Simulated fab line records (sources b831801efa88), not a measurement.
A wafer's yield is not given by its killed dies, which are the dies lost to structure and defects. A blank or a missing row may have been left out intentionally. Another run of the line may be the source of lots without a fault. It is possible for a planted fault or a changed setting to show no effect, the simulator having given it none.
fab line records + flow sky130
record
- lots=14
- wafers=41
- lastDay=51
route steps=708 shown VIA4@660 PAD_OPEN@708
lots that met no fault: taken from a fault-free run of the same line
startH: the number of hours between the record's first day and the start of the first shown wafer of the lot + waitH: how many hours have passed since the lot's step before this one + " unchanged from the row above + L1.1+2: several wafers, shown together as one row + - no value, or no start was given + * or withheld: withheld + < > ~ a bound
route shown NAME@n: NAME is a module with steps in the file, n the number in the route of the first one + usual: the fault-free wafers' mean and standard deviation + same: alike in all rows + chamber/n: place in a boat + sites: the reading at each site + _std_site: their standard deviation + _edge_site: mean of outer sites minus mean of inner sites + radiusMm: for every site, how far away it sits from the centre of the wafer + mask NAME#n: copy n + behind: tool/chamber where the wafer was last shaped + hold: why the lot went on hold/how many hours it stayed there/how the hold came to an end + device: the n, p or np transistor that did not switch + end of line: at the end of the route, the tests of the same wafers + where a step has no rows: the recipe by itself + killed: dies that structure and defects cost at the first sort, which is not the same as the wafer's yield + map: per-die view of a wafer (x killed, . not killed, _ where there is no die)
set.NAME: the run value of the setting; set.NAME@STEP: its run value at that earlier step + model.NAME: the simulator's own value behind a step, which no gauge read
route steps across a sampled set of lots; one table per step, one row per wafer
services: a tool's chamber out of use, with start hour (startH, from the record's first day; less than 0 if before it), hours out, and reason
## steps
# step SKY_VIA4_CMP_21
# recipe
- stopOn=SiO2
- tOverpolishS=25
- downForcePsi=3.5
- platenRpm=60
- targetThkNm=0
- padVelocityMS=0.94248
# usual
- headPressurePsi=3.500/0.0076
- motorCurrentA=11.1/1.1
- overpolishRunS=25.000/0.0094
- platenRpm=60.00/0.039
- slurryFlowMlMin=149.9/0.51
- timeToEndpointS=123/5
# same
- tOverpolishS=25
| lot.wafer | tool   | chamber | startH  | waitH | headPressurePsi | motorCurrentA | overpolishRunS | platenRpm | slurryFlowMlMin | timeToEndpointS |
|-----------|--------|---------|---------|-------|-----------------|---------------|----------------|-----------|-----------------|-----------------|
| L408.3    | cmp-02 | 2       | 1041.90 | 0.0   | 3.485           | 10.7          | 25.005         | 59.99     | 150.5           | 119             |
| L408.1    | "      | 1       | "       | "     | 3.496           | 12.7          | 24.998         | 60.02     | 148.4           | 125             |
| L408.6    | "      | 3       | "       | "     | 3.492           | 13.0          | 24.996         | 60.00     | 150.7           | 125             |
| L410.3    | cmp-02 | 3       | 1049.88 | 0.2   | 3.494           | 12.6          | 24.999         | 60.01     | 150.3           | 126             |
| L410.4    | "      | 1       | "       | "     | 3.490           | 13.7          | 24.992         | 60.03     | 149.4           | 126             |
| L410.5    | "      | 3       | "       | "     | 3.487           | 13.0          | 25.008         | 60.05     | 150.6           | 129             |
| L409.1    | cmp-02 | 3       | 1051.10 | 0.1   | 3.494           | 13.4          | 24.980         | 59.99     | 149.9           | 124             |
| L409.4    | "      | 2       | "       | "     | 3.502           | 11.1          | 25.001         | 60.02     | 150.3           | 114             |
| L409.5    | "      | 3       | "       | "     | 3.504           | 13.9          | 24.992         | 60.03     | 150.5           | 124             |
| L411.1    | cmp-02 | 0       | 1058.34 | 0.1   | 3.502           | 10.6          | 25.003         | 59.96     | 149.8           | 120             |
| L411.4    | "      | 1       | "       | "     | 3.495           | 12.0          | 25.011         | 60.07     | 149.8           | 126             |
| L411.6    | "      | 3       | "       | "     | 3.501           | 13.1          | 25.024         | 59.99     | 149.9           | 129             |
| L412.1    | cmp-01 | 2       | 1065.54 | 0.1   | 3.498           | 10.1          | 25.007         | 60.05     | 149.5           | 125             |
| L412.5    | "      | 0       | "       | "     | 3.507           | 10.1          | 25.000         | 60.10     | 149.8           | 118             |
| L412.6    | "      | 1       | "       | "     | 3.505           | 10.8          | 25.008         | 59.96     | 150.3           | 125             |
| L413.4    | cmp-01 | 2       | 1072.35 | 0.2   | 3.495           | 10.5          | 24.989         | 60.08     | 149.6           | 128             |
| L413.5    | "      | 3       | "       | "     | 3.505           | 9.7           | 25.012         | 59.99     | 149.8           | 127             |
| L413.6    | "      | 0       | "       | "     | 3.498           | 10.2          | 24.990         | 60.01     | 150.1           | 116             |
| L414.2    | cmp-01 | 2       | 1077.75 | 0.0   | 3.497           | 9.7           | 24.991         | 59.95     | 150.2           | 127             |
| L414.4    | "      | 3       | "       | "     | 3.498           | 10.2          | 24.990         | 60.05     | 149.6           | 126             |
| L414.3    | "      | 1       | "       | "     | 3.490           | 10.9          | 25.009         | 59.96     | 150.0           | 125             |
| L415.2    | cmp-01 | 2       | 1087.81 | 0.1   | 3.497           | 11.1          | 25.003         | 59.99     | 149.7           | 130             |
| L415.1    | "      | 3       | "       | "     | 3.514           | 9.3           | 24.992         | 60.00     | 150.2           | 130             |
| L415.5    | "      | 0       | "       | "     | 3.500           | 10.6          | 25.007         | 60.04     | 149.8           | 120             |
| L416.3    | cmp-02 | 3       | 1099.56 | 0.0   | 3.503           | 13.0          | 24.998         | 60.01     | 150.4           | 128             |
| L416.4    | "      | 0       | "       | "     | 3.511           | 11.1          | 24.995         | 59.99     | 150.5           | 122             |
| L416.6    | "      | 3       | "       | "     | 3.509           | 13.1          | 24.998         | 60.10     | 150.0           | 127             |
| L420.1    | cmp-01 | 3       | 1122.19 | 0.1   | 3.510           | 10.0          | 0.036          | 59.95     | 150.5           | 192             |
| L420.2    | "      | 1       | "       | "     | 3.487           | 10.9          | 24.991         | 60.02     | 150.2           | 126             |
| L423.1    | cmp-01 | 1       | 1145.63 | 0.1   | 3.493           | 10.8          | 0.038          | 59.97     | 148.9           | 188             |
| L423.3    | "      | 3       | "       | "     | 3.502           | 10.1          | 24.988         | 59.97     | 150.3           | 127             |
| L423.6    | "      | 0       | "       | "     | 3.495           | 10.7          | 0.045          | 60.03     | 150.0           | 191             |
| L424.2    | cmp-02 | 0       | 1147.02 | 0.0   | 3.496           | 10.4          | 24.995         | 59.92     | 150.0           | 117             |
| L424.6    | "      | 0       | "       | "     | 3.501           | 10.7          | 24.993         | 59.98     | 150.2           | 120             |
| L424.5    | "      | 1       | "       | "     | 3.487           | 13.4          | 24.992         | 59.94     | 148.7           | 123             |
| L426.1    | cmp-02 | 1       | 1150.40 | 0.1   | 3.506           | 13.8          | 24.988         | 59.97     | 149.6           | 124             |
| L426.3    | "      | 2       | "       | "     | 3.497           | 10.8          | 24.992         | 60.06     | 149.4           | 119             |
| L426.6    | "      | 1       | "       | "     | 3.506           | 13.5          | 25.014         | 59.99     | 149.3           | 120             |
| L425.3    | cmp-02 | 3       | 1156.15 | 0.1   | 3.499           | 13.4          | 25.008         | 59.95     | 149.4           | 123             |
| L425.4    | "      | 0       | "       | "     | 3.502           | 10.9          | 25.008         | 59.99     | 150.5           | 114             |
| L425.2    | "      | 1       | "       | "     | 3.501           | 13.5          | 25.007         | 59.98     | 150.9           | 120             |
# step SKY_PAD_OPEN_PROBE_99
# usual
- defectLimitedYield=82.6/1.7
- killed_at_M0_to_M3=43/7
- killed_at_M4_up=3.1/1.5
- killedAtContacts=23/4.9
- killedAtFrontEnd=16/3.9
- killedAtOther=0.3/0.52
- killedDies=86/8.2
- killedOnRim=16/3.7
- killedOpen=47/6.1
- killedShort=38/5.8
- sort_bin_3_pad_short=0.8/0.41
- sort_bin_5_function=10.2/1.3
- sort_bin_6_memory=6.4/1.1
- sortNPass=406/8.2
- sortYieldPct=82.6/1.7
# same
- grossDies=492
- killedAtBackSide=0
- sort_bin_4_leakage[%]=0
- sort_bin_8_speed[%]=0
| lot.wafer | tool      | chamber | startH  | waitH | defectLimitedYield[%] | killed_at_M0_to_M3 | killed_at_M4_up | killedAtContacts | killedAtFrontEnd | killedAtOther | killedDies | killedOnRim | killedOpen | killedShort | sort_bin_3_pad_short[%] | sort_bin_5_function[%] | sort_bin_6_memory[%] | sortNPass | sortYieldPct[%] |
|-----------|-----------|---------|---------|-------|-----------------------|--------------------|-----------------|------------------|------------------|---------------|------------|-------------|------------|-------------|-------------------------|------------------------|----------------------|-----------|-----------------|
| L420.1    | prober-01 | -       | 1185.72 | 0.1   | 0                     | 46                 | 406             | 26               | 13               | 1             | 492        | 96          | 49         | 40          | 82.1                    | 11.2                   | 6.7                  | 0         | 0               |
| L420.2    | prober-01 | -       | 1185.77 | 0.1   | 82.7                  | 43                 | 3               | 22               | 17               | 0             | 85         | 16          | 43         | 42          | 1.4                     | 10.0                   | 5.9                  | 407       | 82.7            |
| L423.1    | prober-02 | -       | 1205.26 | 0.1   | 0                     | 58                 | 392             | 23               | 19               | 0             | 492        | 96          | 64         | 37          | 79.9                    | 11.0                   | 9.1                  | 0         | 0               |
| L423.3    | prober-02 | -       | 1205.36 | 0.2   | 84.6                  | 30                 | 4               | 32               | 10               | 0             | 76         | 11          | 49         | 25          | 1.0                     | 8.7                    | 5.7                  | 416       | 84.6            |
| L423.6    | prober-02 | -       | 1205.51 | 0.2   | 0                     | 48                 | 404             | 20               | 18               | 2             | 492        | 96          | 48         | 44          | 82.1                    | 10.6                   | 7.3                  | 0         | 0               |
| L424.2    | prober-01 | -       | 1206.45 | 0.1   | 84.3                  | 42                 | 2               | 18               | 13               | 2             | 77         | 12          | 39         | 38          | 0.4                     | 10.4                   | 4.9                  | 415       | 84.3            |
| L424.5    | prober-01 | -       | 1206.60 | 0.2   | 83.7                  | 44                 | 2               | 18               | 16               | 0             | 80         | 13          | 42         | 38          | 0.8                     | 9.8                    | 5.7                  | 412       | 83.7            |
| L424.6    | prober-01 | -       | 1206.65 | 0.2   | 84.3                  | 43                 | 4               | 20               | 9                | 1             | 77         | 15          | 42         | 35          | 0.6                     | 9.6                    | 5.5                  | 415       | 84.3            |
# killed by level:class
L420.1 VIA4:areaCmp=403 VIA3:geometricParticle:open=13 VIA1:geometricParticle:open=9 LI_CONTACT:geometricParticle:open=8 CONTACT:geometricParticle:open=7 POLY_GATE:geometricParticle:short=6 METAL1:geometricParticle:short=5 FIELD_ISO:geometricParticle:short=4
L420.2 CONTACT:geometricParticle:open=11 VIA2:geometricParticle:open=10 VIA1:geometricParticle:open=8 POLY_GATE:geometricParticle:short=6 VIA1:geometricParticle:short=6 LOCAL_INTERCONNECT:geometricParticle:short=5 FIELD_ISO:geometricParticle:short=4 METAL1:geometricParticle:short=4
L423.1 VIA4:areaCmp=390 VIA2:geometricParticle:open=10 VIA1:geometricParticle:open=10 METAL1:geometricParticle:short=8 FIELD_ISO:geometricParticle:open=7 LI_CONTACT:geometricParticle:open=7 CONTACT:geometricParticle:open=7 CONTACT:geometricParticle:short=6
L423.3 CONTACT:geometricParticle:open=12 VIA1:geometricParticle:open=10 LI_CONTACT:geometricParticle:open=10 LOCAL_INTERCONNECT:geometricParticle:short=5 METAL1:geometricParticle:short=5 FIELD_ISO:geometricParticle:open=4 METAL2:geometricParticle:short=4 VIA3:geometricParticle:open=4
L423.6 VIA4:areaCmp=399 CONTACT:geometricParticle:open=9 VIA1:geometricParticle:open=9 VIA3:geometricParticle:open=7 POLY_GATE:geometricParticle:short=7 VIA2:geometricParticle:open=7 METAL1:geometricParticle:short=5 METAL2:geometricParticle:short=5
L424.2 VIA1:geometricParticle:open=12 CONTACT:geometricParticle:open=8 METAL1:geometricParticle:short=7 VIA3:geometricParticle:short=5 POLY_GATE:geometricParticle:short=4 LI_CONTACT:geometricParticle:short=4 VIA1:geometricParticle:short=4 VIA3:geometricParticle:open=4
L424.5 LI_CONTACT:geometricParticle:open=8 METAL1:geometricParticle:short=8 VIA2:geometricParticle:open=7 VIA3:geometricParticle:open=7 CONTACT:geometricParticle:open=6 METAL3:geometricParticle:short=6 POLY_GATE:geometricParticle:open=5 VIA1:geometricParticle:open=5
L424.6 CONTACT:geometricParticle:open=8 VIA2:geometricParticle:open=8 VIA3:geometricParticle:open=8 METAL2:geometricParticle:short=6 LI_CONTACT:geometricParticle:open=5 VIA3:geometricParticle:short=5 CONTACT:geometricParticle:short=4 METAL1:geometricParticle:short=4
## services
| tool   | chamber | startH  | hours | kind                          |
|--------|---------|---------|-------|-------------------------------|
| cmp-02 | -       | 1086.85 | 4.0   | pm                            |
| cmp-02 | -       | 1090.85 | -     | consumableReplace:conditioner |
| cmp-02 | -       | 1090.85 | -     | consumableReplace:pad         |
| cmp-01 | -       | 1105.78 | 2.1   | repair                        |
| cmp-01 | -       | 1124.93 | 1.4   | repair                        |
| cmp-01 | -       | 1139.07 | 5.1   | pm                            |
## key
firstSign
- step=SKY_VIA4_CMP_21
- reading=overpolishRunS
- direction=down
- sigmas=99+
- usual=25.000
- struck=0.040
effect
- step=SKY_VIA4_CMP_21
- reading=timeToEndpointS
- direction=up
- sigmas=14
- usual=*
- struck=*
effect
- step=SKY_PAD_OPEN_PROBE_99
- reading=killed_at_M4_up
- direction=up
- sigmas=99+
- usual=3.1
- struck=400.7
moreKillsBornAt
- SKY_VIA4_CMP_21@cmp-01=1192
metAt SKY_VIA4_CMP_21
struckLots L420,L423
struckWafers L420.1,L423.1,L423.6
laterRowsLeftOut L420.1,L423.1,L423.6
onsetBetween 1087.81 1122.19
fault
- kind=processParameterDrift
- tool=cmp-01
- chamber=-
- onsetH=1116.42
- steps=SKY_VIA4_CMP_21
- channel=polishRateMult
- offset=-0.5
- shape=step
- endH=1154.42
- scope=struckWafersOnly
# laterRowsLeftOut: the simulator's readings of these wafers behind a module that went badly wrong aren't trusted and aren't shown, but for the sort
